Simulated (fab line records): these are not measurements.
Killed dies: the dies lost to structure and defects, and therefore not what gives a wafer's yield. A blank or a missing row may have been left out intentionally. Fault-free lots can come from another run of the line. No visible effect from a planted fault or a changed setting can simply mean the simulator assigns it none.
A lot that was struck, set against a sound lot    flow sky130    43 out of 708 route steps
Sound: wafers L971.4, L971.5, L971.6. Struck: wafer L970.4 (left out: L970.1, L970.5 of the same lot, which were not struck); the cause appears at the end.
Per side, at each step with rows, come the tool, then ch with its chambers, and then its first start. Under that, the readings that differ: sound wafers    struck wafers    difference of the means    sigmas: that difference in standard deviations of wafers without a fault.
alike: same words and numbers on both sides, and readings whose means sit less than 2 such deviations apart. not compared: any withheld reading, any reading some wafer has no value for, any bound like >300 that may hide the same value, and any number with overlapping values for which the record gives no deviation.
The two part at a step that has a row with sigmas, a row that says differs or no value, or rows on one side only. Non-overlapping numbers with no deviation appear without sigmas and do not part them. A reading that every wafer of one side lacks parts them only if that side has two wafers or more.

first, 8 steps without rows for these wafers: SKY_FIELD_ISO_DEHYDRATE_05 (time 60 s); SKY_FIELD_ISO_HMDS_06 (prime time 60 s); SKY_FIELD_ISO_COAT_07 (resist thk 60 nm); SKY_FIELD_ISO_COAT_08 (resist thk 450 nm); SKY_FIELD_ISO_SOFTBAKE_09 (time 90 s); SKY_FIELD_ISO_EXPOSE_10 (exposes mask FOM, target cd 150 nm); SKY_FIELD_ISO_PEB_11; SKY_FIELD_ISO_DEVELOP_12 (develop time 60 s).
SKY_FIELD_ISO_CD_MEAS_13: target cd 150 nm.
  sound on cd-sem-01, day 3 22:46; struck on cd-sem-02, day 3 17:55
  alike: cd-nm
SKY_FIELD_ISO_ETCH_14: etches BARC in N2/H2, stops on SiO2, time 45.9 s, target depth 60 nm.
  sound on rie-diel-04 ch 0,1,3, day 3 22:50; struck on rie-diel-01 ch 2, day 3 18:02
reading                      sound              struck  difference  sigmas
drypump-motor-current-A (A)  4.9 5.6 5.2        6.2     +1.0        +2
oes-product-au (a.u.)        0.859 0.855 0.849  0.843   -0.011      -2
  alike: throttle-valve-pct
  not compared: rf-hours-counter-h
SKY_FIELD_ISO_ETCH_15: etches the open film in CHF3/O2, stops on Si, target depth 180 nm, time 72 s.
  sound on rie-diel-04 ch 0,1,3, day 3 22:52; struck on rie-diel-01 ch 2, day 3 18:04
reading                      sound              struck  difference  sigmas
drypump-motor-current-A (A)  4.9 5.6 5.2        6.2     +1.0        +2
oes-product-au (a.u.)        0.967 0.961 0.952  0.935   -0.025      -3
  alike: throttle-valve-pct
  not compared: rf-hours-counter-h
SKY_FIELD_ISO_STRIP_16: strips in O2/N2.
  sound on plasma-asher-01 ch 0,1, day 3 22:58; struck on plasma-asher-01 ch 0, day 3 18:08
  alike: drypump-motor-current-A, oes-product-au, strip-time-to-endpoint-s
  not compared: rf-hours-counter-h
SKY_FIELD_ISO_ETCH_17: etches Si in HBr/Cl2/O2, target depth 342 nm, time 97.7 s.
  sound on rie-si-01 ch 0,1,3, day 3 23:02; struck on rie-si-02 ch 1, day 3 18:14
  alike: drypump-motor-current-A, oes-product-au, throttle-valve-pct
  not compared: rf-hours-counter-h
then, 5 steps without rows for these wafers: SKY_FIELD_ISO_WET_ETCH_18 (etches Si3N4 in H3PO4, target depth 25 nm, time 286 s); SKY_FIELD_ISO_CLEAN_19 (cleans in SC1/SC2, time 150 s); SKY_FIELD_ISO_CLEAN_20 (cleans in dHF, time 20 s); SKY_FIELD_ISO_WET_ETCH_21 (etches SiO2 in dHF, target depth 20 nm, time 400 s); SKY_FIELD_ISO_OXIDATION_22 (stabilise 600 s, purge 300 s, target thk 10 nm).
SKY_FIELD_ISO_THK_MEAS_23:
  sound on film-metro-03, day 4 01:44; struck on film-metro-04, day 3 20:08
  alike: FIELD_ISO_OXIDATION_01_THK
then, 1 step without rows for these wafers: SKY_FIELD_ISO_CVD_24 (deposits SiO2, target thk 595 nm, time 99.2 s).
SKY_FIELD_ISO_THK_MEAS_25:
  sound on film-metro-02, day 4 01:52; struck on film-metro-03, day 3 20:20
  alike: FIELD_ISO_CVD_24_THK
then, 1 step without rows for these wafers: SKY_FIELD_ISO_ANNEAL_26 (time 1800 s).
SKY_FIELD_ISO_CMP_27: polishes, stops on Si3N4, t overpolish 16 s, target thk 457.8 nm.
  sound on cmp-02 ch 0,2,3, day 4 05:14; struck on cmp-01 ch 1, day 3 22:18
reading                 sound        struck  difference  sigmas
time-to-endpoint-s (s)  106 113 107  120     +11         +3
  alike: edge-zone-pressure-frac, motor-current-A, overpolish-run-s, retaining-ring-pressure-frac
then, 5 steps without rows for these wafers: SKY_FIELD_ISO_WET_ETCH_28 (etches SiO2 in dHF, target depth 23.7 nm, time 47 s); SKY_FIELD_ISO_WET_ETCH_29 (etches Si3N4 in H3PO4, target depth 160 nm, time 1825 s); SKY_FIELD_ISO_WET_ETCH_30 (etches SiO2 in dHF, target depth 25 nm, time 50 s); SKY_NWELL_CLEAN_00 (cleans in SC1/SC2, time 150 s); SKY_NWELL_OXIDATION_01 (stabilise 600 s, purge 300 s, target thk 10 nm).
SKY_NWELL_THK_MEAS_02:
  sound on film-metro-04, day 4 08:56; struck on film-metro-01, day 4 00:32
  alike: NWELL_OXIDATION_THK
then, 8 steps without rows for these wafers: SKY_DNWELL_DEHYDRATE_00 (time 60 s); SKY_DNWELL_HMDS_01 (prime time 60 s); SKY_DNWELL_COAT_02 (resist thk 3000 nm); SKY_DNWELL_SOFTBAKE_03; SKY_DNWELL_EXPOSE_04 (exposes mask DNM, target cd 3000 nm); SKY_DNWELL_PEB_05; SKY_DNWELL_DEVELOP_06 (develop time 60 s); SKY_DNWELL_IMPLANT_07.
SKY_DNWELL_STRIP_08: strips in O2/N2.
  sound on plasma-asher-02 ch 0,1, day 5 02:17; struck on plasma-asher-04 ch 0, day 4 16:59
  alike: drypump-motor-current-A, oes-product-au, strip-time-to-endpoint-s
  not compared: rf-hours-counter-h
SKY_DNWELL_TW_MEAS_09:
  sound on film-metro-01, day 5 02:23; struck on film-metro-04, day 4 17:05
reading    sound           struck  difference  sigmas
DNWELL_TW  1088 1084 1079  1128    +44         +3
then, 3 steps without rows for these wafers: SKY_PWDE_DEHYDRATE_00 (time 60 s); SKY_PWDE_HMDS_01 (prime time 60 s); SKY_PWDE_COAT_02 (resist thk 3000 nm).
-- the record jumps here: 43 days lie between the struck wafers' starts before and after (it left off in module PWDE and takes up again in module PAD_OPEN, whose first step shown is number 708 of the route) --
SKY_PAD_OPEN_PROBE_99:
  sound on prober-02, day 47 13:37; struck on prober-01, day 47 06:55
reading              sound     struck                    difference                    sigmas
hold                 - - -     await-dispo/0.9h/release  no value on the sound wafers  
killed_at_M0_to_M3   48 53 60  36                        -18                           -2
killed-at-front-end  22 13 12  62                        +46                           +11
killed-dies          96 92 96  127                       +32                           +4
  alike: killed_at_M4_up, killed-at-contacts, killed-open, killed-short

## WHERE THEY PART
Earliest at SKY_FIELD_ISO_ETCH_14; latest, in this record, at SKY_PAD_OPEN_PROBE_99.

WHY: what the simulator had put in
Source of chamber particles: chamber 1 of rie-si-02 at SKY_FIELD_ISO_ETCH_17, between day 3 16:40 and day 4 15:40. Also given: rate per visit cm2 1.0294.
